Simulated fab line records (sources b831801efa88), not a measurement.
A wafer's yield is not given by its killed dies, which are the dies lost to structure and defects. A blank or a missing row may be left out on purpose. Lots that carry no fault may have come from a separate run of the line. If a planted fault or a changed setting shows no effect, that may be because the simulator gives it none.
Which tool is to blame?	flow gf180mcu	12 lots, 34 wafers sampled, at 4 steps of a route of 602

== WHAT EACH GAUGE READ, for each wafer ==
GF_NWELL_OVL_MEAS_07. Usual: NWELL_OVL gives -0.1 nm (standard deviation 1.5).
lot	measured	on	NWELL_OVL (nm)	flag
L869	day 3 07:11	overlay-02	-0.1 0.3 0.6	
L870	day 3 12:36	overlay-02	1.8 2.7 1.4	
L871	day 3 17:23	overlay-01	2.0 1.0 1.2	
L872	day 3 22:41	overlay-02	-0.9 -1.8 -0.3	
L873	day 4 05:26	overlay-01	2.3 0.7 0.4	
L874	day 4 11:35	overlay-01	1.7 -0.8 0.1	
L875	day 4 16:54	overlay-02	-3.5 -2.6 -2.2	
L884	day 6 17:39	overlay-01	2.8 2.2	
L885	day 6 23:14	overlay-01	1.5 -0.6	
L886	day 7 05:56	overlay-01	-1.4 -0.9 -1.6	
L889	day 7 19:56	overlay-01	-1.6 1.1 -1.0	
L890	day 8 01:37	overlay-01	-0.1 0.8 1.4	

GF_VT_IMPLANT_OVL_MEAS_18. Usual: VT_IMPLANT_01_OVL gives -0.4 nm (standard deviation 1.5).
lot	measured	on	VT_IMPLANT_01_OVL (nm)	flag
L869	day 6 06:20	overlay-02	0.3 -0.8 -1.0	
L870	day 6 13:00	overlay-02	-0.4 1.2 0.5	
L871	day 6 18:14	overlay-01	2.2 1.2 0.0	
L872	day 7 00:27	overlay-02	2.2 2.0 2.1	
L873	day 7 07:05	overlay-01	-1.7 -0.8 -0.8	
L874	day 7 13:21	overlay-02	-0.2 0.9 2.2	
L875	day 7 19:17	overlay-01	0.7 0.6 1.1	
L884	day 10 05:05	overlay-02	-2.5 -3.1	
L885	day 10 11:38	overlay-01	-1.7 -1.1	
L886	day 10 19:41	overlay-01	0.5 -1.8 0.2	
L889	day 11 11:49	overlay-02	0.2 -1.4 -0.1	
L890	day 11 18:50	overlay-02	-2.2 -3.0 -1.7	

== EACH LOT AND THE TOOL THAT RAN IT (in order: tool; ch and the chambers of the sampled wafers; start) ==
lot	GF_STI_ETCH_14	GF_STI_STRIP_15
L869	rieSi-01 ch 0,1, day 2 01:53	plasmaAsher-01 ch 0,1, day 2 01:57
L870	rieSi-02 ch 0,1,2, day 2 07:23	plasmaAsher-01 ch 0,1, day 2 07:27
L871	rieSi-02 ch 0,1, day 2 11:05	plasmaAsher-04 ch 0, day 2 11:09
L872	rieSi-02 ch 0,3, day 2 16:28	plasmaAsher-04 ch 0,1, day 2 16:32
L873	rieSi-02 ch 1,3, day 2 22:26	plasmaAsher-04 ch 0,1, day 2 22:30
L874	rieSi-01 ch 2,3, day 3 04:13	plasmaAsher-01 ch 0,1, day 3 04:20
L875	rieSi-01 ch 0,1,3, day 3 07:55	plasmaAsher-02 ch 0,1, day 3 07:59
L884	rieSi-02 ch 0,3, day 5 06:40	plasmaAsher-01 ch 0,1, day 5 06:44
L885	rieSi-02 ch 1,2, day 5 11:40	plasmaAsher-01 ch 0,1, day 5 11:45
L886	rieSi-02 ch 2,3, day 5 19:22	plasmaAsher-01 ch 0,1, day 5 19:28
L889	rieSi-01 ch 0,1, day 6 08:49	plasmaAsher-01 ch 0,1, day 6 08:54
L890	rieSi-01 ch 1,2,3, day 6 12:58	plasmaAsher-02 ch 0,1, day 6 13:03
- GF_STI_ETCH_14: etches Si in HBr/Cl2/O2, target depth 360 nm, time 102.9 s.
- GF_STI_STRIP_15: strips in O2/N2.

== WHAT THE TOOLS THEMSELVES READ (means of the sampled wafers that have a number; where no wafer has one, the mark that the record gives instead) ==
GF_STI_ETCH_14. Usual: drypumpMotorCurrentA 5.8 A, standard deviation 0.69; oesProductAu 0.995 a.u., standard deviation 0.013; runLengthS 131.3 s, standard deviation 0.41; throttleValvePct 25.659 %, standard deviation 0.013.
lot	tool	drypumpMotorCurrentA (A)	oesProductAu (a.u.)	runLengthS (s)	throttleValvePct (%)	flag
L869	rieSi-01	5.4	0.997	131.4	25.655	
L870	rieSi-02	5.6	0.994	131.1	25.661	
L871	rieSi-02	5.9	0.993	130.7	25.670	
L872	rieSi-02	5.3	0.993	131.5	25.667	
L873	rieSi-02	6.4	0.981	131.2	25.667	
L874	rieSi-01	6.3	1.001	131.8	25.658	
L875	rieSi-01	6.0	1.006	131.6	25.647	
L884	rieSi-02	5.6	0.992	126.6	25.664	OFF
L885	rieSi-02	6.0	0.984	125.8	25.672	OFF
L886	rieSi-02	6.0	0.998	128.1	25.654	OFF
L889	rieSi-01	5.4	0.993	131.6	25.662	
L890	rieSi-01	6.1	1.003	131.6	25.645	

GF_STI_STRIP_15. Usual: drypumpMotorCurrentA 5.9 A, standard deviation 0.43; heaterPowerW 347 W, standard deviation 9.1; oesProductAu 0.384 a.u., standard deviation 0.0047; stripTimeToEndpointS 3.73 s, standard deviation 0.043.
lot	tool	drypumpMotorCurrentA (A)	heaterPowerW (W)	oesProductAu (a.u.)	stripTimeToEndpointS (s)	flag
L869	plasmaAsher-01	6.1	355	0.386	3.76	
L870	plasmaAsher-01	6.1	353	0.384	3.71	
L871	plasmaAsher-04	5.7	335	0.387	3.71	
L872	plasmaAsher-04	5.3	341	0.387	3.76	
L873	plasmaAsher-04	5.5	336	0.387	3.72	
L874	plasmaAsher-01	6.0	355	0.386	3.73	
L875	plasmaAsher-02	6.4	351	0.382	3.71	
L884	plasmaAsher-01	6.1	350	0.391	3.83	
L885	plasmaAsher-01	6.1	353	0.387	3.82	
L886	plasmaAsher-01	6.1	353	0.391	3.77	
L889	plasmaAsher-01	6.1	360	0.382	3.69	
L890	plasmaAsher-02	6.4	345	0.381	3.69	

== THE ANSWER, worked out from the rows above alone ==
Rule: a lot is off if the mean of its wafers that have a number lies more than 3 standard deviations from the usual mean. A lot without any number at a reading at which 4 lots or more have one is off too. All remaining lots with rows at the step are treated as sound. The gauges are gone through in route order, then the tools' own readings, and for those a lot's mean is taken as printed above. The first step at which some lot is off is used, and at that step the reading that is off furthest; a lot without a number counts as furthest.
Off: L884, L885, L886 (GF_STI_ETCH_14, runLengthS).
If a tool, at that step or one of the process steps before it, ran each lot that is off and ran no sound lot following the first of them, it fits. One candidate fits, namely rieSi-02 at GF_STI_ETCH_14. A fault onset in the window from L873 (day 2 22:26, its last sound lot) to L884 (day 5 06:40, its first lot off) fits.
On the lots that are off, the tool's own readings at GF_STI_ETCH_14 differ by more than 5 times the standard deviation of the sound lots' means, which bears it out; runLengthS reads 126.8 s there versus 131.4 s on the sound lots.

== WHAT THE SIMULATOR HAD INSERTED ==
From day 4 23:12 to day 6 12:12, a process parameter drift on rieSi-02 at GF_STI_ETCH_14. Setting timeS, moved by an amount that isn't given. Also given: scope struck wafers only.
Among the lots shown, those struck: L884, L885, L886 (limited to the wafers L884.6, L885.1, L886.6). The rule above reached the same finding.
